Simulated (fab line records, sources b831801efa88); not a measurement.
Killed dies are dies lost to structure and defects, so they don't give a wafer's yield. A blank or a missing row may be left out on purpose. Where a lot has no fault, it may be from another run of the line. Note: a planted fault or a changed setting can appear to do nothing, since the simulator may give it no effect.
fab line records	flow gf180mcu
[record] lots = 24	wafers = 72	lastDay = 34
route steps=602 shown M1@330 M2@366 V2@408 V3@445 M4@462 V4@479
lots that met no fault: from a run of the same line without faults
startH: start of the lot's first displayed wafer, in hours after the record's first day	waitH: hours from the lot's prior step to this one	" repeats the value in the row above	L1.1+2: a single row standing in for several wafers	- value missing, or start not given	* or withheld: withheld	< > ~ a bound
route shown NAME@n: a module of which the file shows steps, and the number in the route of the first	usual: the fault-free wafers' mean and standard deviation	same: alike in all rows	chamber/n: place in a boat	sites: readings site by site	_std_site: standard deviation of those values	_edge_site: mean of outer sites minus mean of inner sites	radiusMm: how far each site lies from the wafer's centre	mask NAME#n: copy n	behind: tool/chamber where the wafer was last shaped	hold: what put the lot on hold/how long, in hours/how the hold closed	device: the n, p or np transistor that did not switch	end of line: tests run on the same wafers once the route is complete	step lacking rows: just its recipe	killed: the dies lost at the first sort to structure and to defects; this is not the yield of the wafer	map: the dies of a wafer, with x for killed, . for not killed, _ for no die there
set.NAME: the setting as run; set.NAME@STEP: as run at that earlier step	model.NAME: the simulator's own value behind a step, which no gauge read
steps of the route over a sample of lots; a table a step, a row a wafer
services: from which hour (startH, from the record's first day; less than 0 if before it) a tool's chamber was out of use, for how many hours, and why
[[steps]]
[step GF_M1_OVL_MEAS_15]
[usual] M1_OVL = 0/4.2
lot.wafer	tool	chamber	startH	waitH	M1_OVL[nm]
L074.4	overlay-02	-	383.41	0.1	0
L074.5	"	-	"	"	0
L074.6	"	-	"	"	-3
L075.2	overlay-02	-	394.55	0.1	2
L075.4	"	-	"	"	-1
L075.6	"	-	"	"	-1
L076.1	overlay-02	-	398.84	0.1	-3
L076.2	"	-	"	"	-4
L076.6	"	-	"	"	-8
L077.2	overlay-02	-	402.59	0.1	0
L077.5	"	-	"	"	2
L077.6	"	-	"	"	1
L078.2	overlay-02	-	418.70	0.1	-3
L078.3	"	-	"	"	-9
L078.6	"	-	"	"	-1
L079.1	overlay-01	-	427.28	0.1	6
L079.3	"	-	"	"	-1
L079.6	"	-	"	"	4
L080.1	overlay-02	-	437.63	0.1	4
L080.5	"	-	"	"	6
L080.6	"	-	"	"	8
L081.1	overlay-01	-	449.01	0.1	4
L081.4	"	-	"	"	-3
L081.5	"	-	"	"	3
L082.3	overlay-01	-	460.01	0.1	1
L082.5	"	-	"	"	-1
L082.6	"	-	"	"	6
L083.3	overlay-02	-	466.92	0.1	-3
L083.4	"	-	"	"	-4
L083.5	"	-	"	"	-6
L084.2	overlay-01	-	482.90	0.1	-2
L084.3	"	-	"	"	-4
L084.6	"	-	"	"	-4
L085.1	overlay-01	-	493.56	0.1	6
L085.5	"	-	"	"	-2
L085.6	"	-	"	"	-7
L086.1	overlay-02	-	493.91	0.1	0
L086.2	"	-	"	"	-1
L086.3	"	-	"	"	3
L087.3	overlay-01	-	501.75	0.1	-1
L087.5	"	-	"	"	0
L087.6	"	-	"	"	-13
L088.1	overlay-01	-	513.34	0.1	4
L088.3	"	-	"	"	4
L088.5	"	-	"	"	0
L089.2	overlay-02	-	524.01	0.1	1
L089.3	"	-	"	"	-2
L089.6	"	-	"	"	0
L090.1	overlay-02	-	532.85	0.1	4
L090.4	"	-	"	"	2
L090.6	"	-	"	"	4
L091.1	overlay-02	-	537.10	0.1	10
L091.4	"	-	"	"	5
L091.6	"	-	"	"	4
L092.1	overlay-02	-	545.63	0.1	-5
L092.2	"	-	"	"	-6
L092.3	"	-	"	"	-6
L093.2	overlay-01	-	550.81	0.1	3
L093.3	"	-	"	"	1
L093.6	"	-	"	"	3
L094.1	overlay-02	-	559.59	0.1	7
L094.3	"	-	"	"	11
L094.4	"	-	"	"	6
L095.2	overlay-02	-	564.59	0.1	-6
L095.5	"	-	"	"	-6
L095.6	"	-	"	"	-5
L096.1	overlay-01	-	571.89	0.1	2
L096.4	"	-	"	"	-4
L096.6	"	-	"	"	3
L097.4	overlay-01	-	579.41	0.1	-6
L097.5	"	-	"	"	0
L097.6	"	-	"	"	3
[step GF_M2_SPUTTER_04]
[recipe] material = TiN	targetThkNm = 50	powerW = 6500	timeS = 41.7	chamberPressurePa = 0.4
[usual] cathodeDcPowerW = 6500.0/1.1	throttleValvePct = 30.0/1
lot.wafer	tool	chamber	startH	waitH	cathodeDcPowerW	throttleValvePct
L074.4	pvdSputter-03	-	409.78	0.0	6499.1	30.0
L074.5	"	-	"	"	6500.9	30.9
L074.6	"	-	"	"	6498.4	30.3
L075.2	pvdSputter-04	-	421.19	0.0	6501.5	27.2
L075.4	"	-	"	"	6499.1	30.7
L075.6	"	-	"	"	6501.9	29.9
L076.1	pvdSputter-04	-	425.10	0.0	6499.9	30.1
L076.2	"	-	"	"	6500.1	31.0
L076.6	"	-	"	"	6499.7	27.2
L077.2	pvdSputter-03	-	429.26	0.0	6499.2	31.0
L077.5	"	-	"	"	6502.1	31.1
L077.6	"	-	"	"	6500.9	30.0
L078.2	pvdSputter-04	-	454.82	0.0	6498.9	27.1
L078.3	"	-	"	"	6499.6	30.0
L078.6	"	-	"	"	6500.4	30.0
L079.1	pvdSputter-03	-	455.12	0.0	6500.5	30.1
L079.3	"	-	"	"	6499.1	29.9
L079.6	"	-	"	"	6500.7	30.1
L080.1	pvdSputter-03	-	464.76	0.0	6500.0	31.2
L080.5	"	-	"	"	6498.7	31.2
L080.6	"	-	"	"	6499.3	30.1
L081.1	pvdSputter-01	-	476.43	0.0	6499.6	31.1
L081.4	"	-	"	"	6500.6	30.2
L081.5	"	-	"	"	6499.8	31.0
L082.3	pvdSputter-03	-	487.62	0.0	6499.0	30.0
L082.5	"	-	"	"	6498.8	29.9
L082.6	"	-	"	"	6500.8	30.3
L083.3	pvdSputter-03	-	493.73	0.0	6499.6	31.2
L083.4	"	-	"	"	6502.0	30.2
L083.5	"	-	"	"	6497.4	30.5
L084.2	pvdSputter-03	-	510.03	0.0	6499.7	30.1
L084.3	"	-	"	"	6501.3	30.2
L084.6	"	-	"	"	6500.7	30.3
L085.1	pvdSputter-03	-	520.56	0.0	6499.7	31.0
L085.5	"	-	"	"	6499.8	30.2
L085.6	"	-	"	"	6499.8	30.1
L086.1	pvdSputter-04	-	521.14	0.0	6498.7	30.0
L086.2	"	-	"	"	6499.0	30.8
L086.3	"	-	"	"	6499.2	27.2
L087.3	pvdSputter-03	-	528.34	0.0	6498.1	30.3
L087.5	"	-	"	"	6501.0	30.0
L087.6	"	-	"	"	6499.8	30.1
L088.1	pvdSputter-04	-	538.93	0.0	6499.2	31.0
L088.3	"	-	"	"	6500.3	29.8
L088.5	"	-	"	"	6502.2	27.3
L089.2	pvdSputter-04	-	549.43	0.0	6498.1	29.9
L089.3	"	-	"	"	6499.9	30.8
L089.6	"	-	"	"	6500.8	30.2
L090.1	pvdSputter-03	-	558.28	0.0	6500.2	30.2
L090.4	"	-	"	"	6500.5	30.3
L090.6	"	-	"	"	6499.6	30.0
L091.1	pvdSputter-04	-	563.04	0.0	6501.6	29.9
L091.4	"	-	"	"	6500.8	27.4
L091.6	"	-	"	"	6500.0	31.0
L092.1	pvdSputter-03	-	571.06	0.0	6500.9	31.2
L092.2	"	-	"	"	6500.7	30.1
L092.3	"	-	"	"	6498.4	30.4
L093.2	pvdSputter-04	-	575.58	0.0	6498.0	29.6
L093.3	"	-	"	"	6500.8	26.9
L093.6	"	-	"	"	6499.0	30.2
L094.1	pvdSputter-04	-	584.32	0.0	6497.2	29.9
L094.3	"	-	"	"	6500.2	30.7
L094.4	"	-	"	"	6499.9	29.9
L095.2	pvdSputter-03	-	589.27	0.0	6500.4	30.0
L095.5	"	-	"	"	6500.3	31.2
L095.6	"	-	"	"	6500.7	30.3
L096.1	pvdSputter-01	-	595.80	0.0	6500.4	29.1
L096.4	"	-	"	"	6501.0	30.9
L096.6	"	-	"	"	6499.0	30.4
L097.4	pvdSputter-03	-	603.78	0.0	6500.2	30.3
L097.5	"	-	"	"	6499.4	30.2
L097.6	"	-	"	"	6501.0	30.2
[step GF_V2_CMP_26]
[recipe] stopOn = SiO2	downForcePsi = 3.5	platenRpm = 60	tOverpolishS = 15	targetThkNm = 0	padVelocityMS = 0.94248
[usual] motorCurrentA = 10.7/1	overpolishRunS = 15.000/0.0092	timeToEndpointS = 84.9/2.8
lot.wafer	tool	chamber	startH	waitH	motorCurrentA	overpolishRunS	timeToEndpointS
L074.4	cmp-01	0	460.33	0.0	9.7	15.005	88.9
L074.5	"	0	"	"	9.9	14.991	87.9
L074.6	"	1	"	"	10.6	15.013	84.7
L075.2	cmp-01	0	472.00	0.0	10.6	15.009	85.9
L075.4	"	3	"	"	9.5	14.996	87.9
L075.6	"	0	"	"	9.8	15.003	86.6
L076.2	cmp-02	1	475.97	0.1	12.4	14.988	82.6
L076.1	"	2	"	"	10.5	15.021	85.2
L076.6	"	1	"	"	11.8	15.013	82.1
L077.2	cmp-01	0	480.15	0.2	9.9	14.993	88.1
L077.5	"	1	"	"	10.8	15.002	87.1
L077.6	"	2	"	"	9.8	14.994	82.0
L078.3	cmp-01	1	505.42	0.1	10.4	14.999	90.5
L078.2	"	3	"	"	10.2	15.005	88.1
L078.6	"	0	"	"	9.7	15.012	87.9
L079.1	cmp-01	0	506.02	0.3	10.0	15.008	86.2
L079.3	"	1	"	"	10.4	14.991	90.3
L079.6	"	3	"	"	10.2	14.984	88.8
L080.1	cmp-02	2	515.47	0.2	10.4	15.010	88.0
L080.5	"	3	"	"	12.1	15.012	89.4
L080.6	"	0	"	"	11.6	15.002	82.6
L081.4	cmp-02	1	526.68	0.0	12.9	15.000	87.3
L081.1	"	3	"	"	12.8	15.000	85.4
L081.5	"	2	"	"	10.1	15.001	85.7
L082.3	cmp-01	3	537.90	0.1	9.7	14.978	84.6
L082.6	"	2	"	"	10.5	15.004	85.0
L082.5	"	3	"	"	10.1	15.006	85.4
L083.3	cmp-01	3	543.55	0.0	9.7	14.998	87.6
L083.4	"	2	"	"	10.5	15.010	81.2
L083.5	"	0	"	"	10.0	14.990	84.3
L084.3	cmp-01	2	557.88	0.0	9.8	15.005	86.1
L084.2	"	1	"	"	10.7	14.992	85.0
L084.6	"	2	"	"	10.3	15.001	85.2
L085.1	cmp-02	0	568.31	0.1	11.5	14.993	84.3
L085.5	"	0	"	"	11.9	14.989	83.3
L085.6	"	1	"	"	12.8	15.005	85.0
L086.3	cmp-02	3	569.33	0.0	12.3	15.023	81.3
L086.2	"	0	"	"	11.9	14.998	76.5
L086.1	"	1	"	"	12.5	14.988	85.4
L087.3	cmp-02	2	576.22	0.1	10.7	14.995	87.2
L087.6	"	1	"	"	12.9	14.993	86.0
L087.5	"	2	"	"	9.9	14.999	83.7
L088.1	cmp-01	1	585.38	0.1	10.8	14.987	86.2
L088.3	"	0	"	"	9.5	14.992	81.0
L088.5	"	2	"	"	10.5	14.999	83.5
L089.2	cmp-02	3	595.43	0.1	12.3	14.995	86.3
L089.3	"	0	"	"	11.6	15.007	84.0
L089.6	"	1	"	"	12.5	14.993	85.7
L090.4	cmp-01	2	604.32	0.0	9.8	15.003	83.7
L090.1	"	3	"	"	9.5	15.004	87.8
L090.6	"	3	"	"	9.9	14.999	83.6
L091.4	cmp-01	2	608.27	0.1	9.8	14.986	80.7
L091.1	"	0	"	"	10.3	14.997	85.7
L091.6	"	2	"	"	9.5	14.994	84.7
L092.2	cmp-01	1	616.27	0.1	9.9	14.985	88.0
L092.3	"	2	"	"	10.0	15.015	84.2
L092.1	"	3	"	"	9.9	15.011	84.4
L093.2	cmp-01	0	620.10	0.1	9.4	14.997	85.8
L093.3	"	1	"	"	10.3	15.002	86.3
L093.6	"	3	"	"	10.7	15.000	86.7
L094.1	cmp-01	2	628.73	0.1	9.3	15.004	83.1
L094.4	"	3	"	"	10.1	15.002	82.7
L094.3	"	0	"	"	10.1	15.017	83.4
L095.2	cmp-02	3	633.65	0.0	12.3	14.997	79.6
L095.6	"	3	"	"	12.4	15.004	82.4
L095.5	"	0	"	"	11.7	15.001	77.3
L096.4	cmp-02	2	639.82	0.1	10.0	15.005	79.8
L096.1	"	3	"	"	12.3	15.018	81.1
L096.6	"	1	"	"	12.8	15.006	80.4
L097.4	cmp-01	3	647.65	0.1	9.9	15.005	83.4
L097.6	"	1	"	"	10.8	15.011	89.2
L097.5	"	2	"	"	10.0	14.998	84.3
[step GF_V3_ETCH_16]
[recipe] chemistry = N2/H2	targetDepthA = withheld	overetchA = withheld	timeS = withheld	target = BARC	ionEnergyEv = 200	sourceW = 500	biasW = 100	pressureMtorr = 30	n2FlowSccm = 100	h2FlowSccm = 200
[usual] drypumpMotorCurrentA = 5.7/0.45	oesProductAu = 0.855/0.0048	throttleValvePct = 13.224/0.0086
lot.wafer	tool	chamber	startH	waitH	drypumpMotorCurrentA	oesProductAu	throttleValvePct
L074.4	rieDiel-03	0	511.35	0.0	6.3	0.855	13.232
L074.5	"	3	"	"	5.6	0.847	13.216
L074.6	"	2	"	"	5.2	0.854	13.222
L075.2	rieDiel-01	2	522.44	0.0	5.7	0.858	13.217
L075.4	"	1	"	"	5.6	0.851	13.212
L075.6	"	2	"	"	5.7	0.853	13.230
L076.1	rieDiel-01	2	525.70	0.0	5.7	0.855	13.235
L076.2	"	0	"	"	6.4	0.852	13.229
L076.6	"	2	"	"	5.7	0.850	13.214
L077.2	rieDiel-02	2	529.70	0.0	5.3	0.857	13.233
L077.5	"	2	"	"	5.3	0.856	13.232
L077.6	"	0	"	"	5.4	0.852	13.220
L078.2	rieDiel-03	2	553.64	0.0	5.2	0.856	13.235
L078.3	"	3	"	"	5.5	0.852	13.224
L078.6	"	3	"	"	5.5	0.864	13.237
L079.1	rieDiel-01	0	553.83	0.0	6.5	0.856	13.205
L079.3	"	2	"	"	5.7	0.848	13.223
L079.6	"	0	"	"	6.5	0.853	13.212
L080.1	rieDiel-02	0	562.99	0.0	5.4	0.861	13.226
L080.5	"	1	"	"	6.3	0.856	13.221
L080.6	"	0	"	"	5.4	0.855	13.228
L081.1	rieDiel-02	1	573.00	0.0	6.3	0.853	13.226
L081.4	"	3	"	"	5.8	0.858	13.226
L081.5	"	0	"	"	5.4	0.861	13.225
L082.3	rieDiel-02	3	584.09	0.0	5.8	0.853	13.225
L082.5	"	3	"	"	5.9	0.855	13.223
L082.6	"	0	"	"	5.4	0.848	13.227
L083.3	rieDiel-01	1	589.63	0.0	5.6	0.846	13.230
L083.4	"	3	"	"	5.5	0.851	13.220
L083.5	"	1	"	"	5.6	0.853	13.217
L084.2	rieDiel-01	2	603.79	0.0	5.7	0.849	13.206
L084.3	"	1	"	"	5.6	0.853	13.209
L084.6	"	3	"	"	5.5	0.847	13.230
L085.1	rieDiel-01	0	613.00	0.0	6.5	0.854	13.223
L085.5	"	2	"	"	5.7	0.845	13.207
L085.6	"	3	"	"	5.5	0.860	13.217
L086.1	rieDiel-03	0	614.89	0.0	6.3	0.858	13.228
L086.2	"	1	"	"	5.0	0.860	13.233
L086.3	"	0	"	"	6.3	0.848	13.230
L087.3	rieDiel-03	3	620.10	0.0	5.6	0.861	13.239
L087.5	"	1	"	"	5.0	0.853	13.216
L087.6	"	3	"	"	5.6	0.853	13.219
L088.1	rieDiel-03	0	629.08	0.0	6.3	0.855	13.220
L088.3	"	3	"	"	5.6	0.857	13.229
L088.5	"	2	"	"	5.2	0.864	13.217
L089.2	rieDiel-01	3	638.53	0.0	5.5	0.859	13.227
L089.3	"	2	"	"	5.7	0.849	13.210
L089.6	"	0	"	"	6.5	0.854	13.225
L090.1	rieDiel-01	2	646.69	0.0	5.7	0.852	13.220
L090.4	"	0	"	"	6.5	0.859	13.196
L090.6	"	3	"	"	5.5	0.856	13.222
L091.1	rieDiel-03	3	651.04	0.0	5.5	0.858	13.228
L091.4	"	0	"	"	6.3	0.857	13.217
L091.6	"	3	"	"	5.5	0.852	13.220
L092.1	rieDiel-02	3	657.05	0.0	5.9	0.851	13.241
L092.2	"	1	"	"	6.3	0.852	13.221
L092.3	"	2	"	"	5.2	0.867	13.212
L093.2	rieDiel-03	2	662.50	0.0	5.2	0.853	13.215
L093.3	"	0	"	"	6.3	0.861	13.223
L093.6	"	3	"	"	5.5	0.853	13.213
L094.1	rieDiel-03	0	669.93	0.0	6.3	0.848	13.217
L094.3	"	3	"	"	5.5	0.850	13.234
L094.4	"	1	"	"	5.0	0.853	13.211
L095.2	rieDiel-03	3	673.93	0.0	5.5	0.852	13.223
L095.5	"	1	"	"	5.0	0.858	13.236
L095.6	"	0	"	"	6.3	0.857	13.241
L096.1	rieDiel-01	2	680.23	0.0	5.7	0.852	13.235
L096.4	"	2	"	"	5.8	0.844	13.228
L096.6	"	3	"	"	5.5	0.858	13.234
L097.4	rieDiel-01	2	687.56	0.0	5.7	0.862	13.240
L097.5	"	3	"	"	5.5	0.862	13.226
L097.6	"	1	"	"	5.6	0.854	13.238
[step GF_M4_THK_MEAS_06]
[recipe] thkMeasGauge = xrf	reads = AlCu_of_M4_SPUTTER_02
[usual] M4_ALCU_THK = 451/4
lot.wafer	tool	chamber	startH	waitH	M4_ALCU_THK[nm]
L074.4	filmMetro-01	-	513.08	0.1	451
L074.5	"	-	"	"	445
L074.6	"	-	"	"	453
L075.2	filmMetro-03	-	524.15	0.1	450
L075.4	"	-	"	"	441
L075.6	"	-	"	"	448
L076.1	filmMetro-04	-	527.39	0.1	453
L076.2	"	-	"	"	454
L076.6	"	-	"	"	452
L077.2	filmMetro-03	-	531.44	0.1	453
L077.5	"	-	"	"	452
L077.6	"	-	"	"	453
L078.2	filmMetro-01	-	555.56	0.1	453
L078.3	"	-	"	"	451
L078.6	"	-	"	"	449
L079.1	filmMetro-03	-	555.59	0.1	447
L079.3	"	-	"	"	449
L079.6	"	-	"	"	447
L080.1	filmMetro-01	-	564.69	0.1	456
L080.5	"	-	"	"	457
L080.6	"	-	"	"	454
L081.1	filmMetro-01	-	574.69	0.1	452
L081.4	"	-	"	"	450
L081.5	"	-	"	"	452
L082.3	filmMetro-01	-	585.84	0.1	453
L082.5	"	-	"	"	453
L082.6	"	-	"	"	451
L083.3	filmMetro-03	-	591.36	0.1	445
L083.4	"	-	"	"	449
L083.5	"	-	"	"	447
L084.2	filmMetro-04	-	605.56	0.1	451
L084.3	"	-	"	"	453
L084.6	"	-	"	"	450
L085.1	filmMetro-04	-	614.69	0.1	460
L085.5	"	-	"	"	460
L085.6	"	-	"	"	453
L086.1	filmMetro-01	-	617.15	0.1	447
L086.2	"	-	"	"	445
L086.3	"	-	"	"	445
L087.3	filmMetro-03	-	621.82	0.1	450
L087.5	"	-	"	"	448
L087.6	"	-	"	"	451
L088.1	filmMetro-04	-	630.80	0.1	451
L088.3	"	-	"	"	454
L088.5	"	-	"	"	453
L089.2	filmMetro-04	-	640.35	0.1	445
L089.3	"	-	"	"	451
L089.6	"	-	"	"	446
L090.1	filmMetro-03	-	648.39	0.1	454
L090.4	"	-	"	"	450
L090.6	"	-	"	"	449
L091.1	filmMetro-01	-	652.73	0.1	447
L091.4	"	-	"	"	448
L091.6	"	-	"	"	445
L092.1	filmMetro-01	-	658.74	0.1	452
L092.2	"	-	"	"	451
L092.3	"	-	"	"	449
L093.2	filmMetro-01	-	664.20	0.1	455
L093.3	"	-	"	"	456
L093.6	"	-	"	"	460
L094.1	filmMetro-03	-	671.65	0.1	451
L094.3	"	-	"	"	452
L094.4	"	-	"	"	448
L095.2	filmMetro-04	-	675.63	0.1	457
L095.5	"	-	"	"	456
L095.6	"	-	"	"	459
L096.1	filmMetro-01	-	681.95	0.1	448
L096.4	"	-	"	"	446
L096.6	"	-	"	"	446
L097.4	filmMetro-04	-	689.26	0.1	448
L097.5	"	-	"	"	449
L097.6	"	-	"	"	456
[step GF_V4_THK_MEAS_03]
[recipe] reads = SiO2_of_V4_CVD_02
[usual] V4_CVD_02_THK = 850/10
lot.wafer	tool	chamber	startH	waitH	V4_CVD_02_THK[nm]
L074.4	filmMetro-04	-	537.11	0.0	857
L074.5	"	-	"	"	862
L074.6	"	-	"	"	864
L075.2	filmMetro-02	-	548.11	0.0	841
L075.4	"	-	"	"	859
L075.6	"	-	"	"	861
L076.1	filmMetro-04	-	551.28	0.0	839
L076.2	"	-	"	"	846
L076.6	"	-	"	"	849
L077.2	filmMetro-04	-	555.38	0.0	851
L077.5	"	-	"	"	856
L077.6	"	-	"	"	851
L078.2	filmMetro-03	-	577.66	0.0	848
L078.3	"	-	"	"	849
L078.6	"	-	"	"	871
L079.1	filmMetro-04	-	578.21	0.0	844
L079.3	"	-	"	"	849
L079.6	"	-	"	"	858
L080.1	filmMetro-03	-	586.45	0.0	842
L080.5	"	-	"	"	855
L080.6	"	-	"	"	856
L081.1	filmMetro-04	-	596.93	0.0	844
L081.4	"	-	"	"	850
L081.5	"	-	"	"	841
L082.3	filmMetro-03	-	607.89	0.1	851
L082.5	"	-	"	"	859
L082.6	"	-	"	"	859
L083.3	filmMetro-02	-	613.13	0.1	837
L083.4	"	-	"	"	840
L083.5	"	-	"	"	851
L084.2	filmMetro-03	-	626.51	0.0	832
L084.3	"	-	"	"	828
L084.6	"	-	"	"	841
L085.1	filmMetro-02	-	635.47	0.0	855
L085.5	"	-	"	"	856
L085.6	"	-	"	"	860
L086.1	filmMetro-04	-	637.92	0.0	842
L086.2	"	-	"	"	832
L086.3	"	-	"	"	840
L087.3	filmMetro-04	-	643.29	0.1	859
L087.5	"	-	"	"	856
L087.6	"	-	"	"	847
L088.1	filmMetro-04	-	652.19	0.0	853
L088.3	"	-	"	"	838
L088.5	"	-	"	"	867
L089.2	filmMetro-03	-	660.98	0.0	835
L089.3	"	-	"	"	842
L089.6	"	-	"	"	847
L090.1	filmMetro-03	-	669.04	0.0	847
L090.4	"	-	"	"	852
L090.6	"	-	"	"	858
L091.1	filmMetro-03	-	673.18	0.0	853
L091.4	"	-	"	"	882
L091.6	"	-	"	"	876
L092.1	filmMetro-03	-	679.10	0.0	840
L092.2	"	-	"	"	845
L092.3	"	-	"	"	839
L093.2	filmMetro-02	-	683.86	0.0	838
L093.3	"	-	"	"	845
L093.6	"	-	"	"	860
L094.1	filmMetro-02	-	691.05	0.0	845
L094.3	"	-	"	"	848
L094.4	"	-	"	"	852
L095.2	filmMetro-04	-	695.33	0.0	837
L095.5	"	-	"	"	852
L095.6	"	-	"	"	854
L096.1	filmMetro-02	-	700.97	0.0	851
L096.4	"	-	"	"	863
L096.6	"	-	"	"	870
L097.4	filmMetro-03	-	707.70	0.0	854
L097.5	"	-	"	"	852
L097.6	"	-	"	"	856
[[services]]
tool	chamber	startH	hours	kind
cmp-01	-	386.52	0.4	repair
pvdSputter-03	-	391.29	5.1	repair
cmp-02	-	392.80	5.5	pm
cmp-01	-	398.42	2.8	repair
cmp-02	-	404.00	4.0	pm
cmp-01	-	408.00	7.9	pm
rieDiel-03	2	411.04	3.9	repair
rieDiel-01	3	414.68	6.5	repair
rieDiel-03	-	414.71	2.8	pm
cmp-01	-	416.21	1.5	repair
pvdSputter-04	-	417.42	1.8	repair
pvdSputter-03	-	435.72	1.6	repair
rieDiel-01	2	448.42	7.4	repair
rieDiel-01	-	451.30	2.8	pm
rieDiel-01	-	466.64	1.2	repair
rieDiel-01	3	471.54	55.5	repair
pvdSputter-04	-	473.86	1.9	repair
rieDiel-01	2	491.31	2.1	repair
cmp-01	-	524.18	2.5	repair
rieDiel-01	1	546.51	11.4	repair
rieDiel-01	3	549.31	17.9	repair
cmp-01	-	572.18	4.0	pm
cmp-01	-	591.56	3.6	repair
pvdSputter-03	-	638.32	5.5	repair
[[key]]
fault none
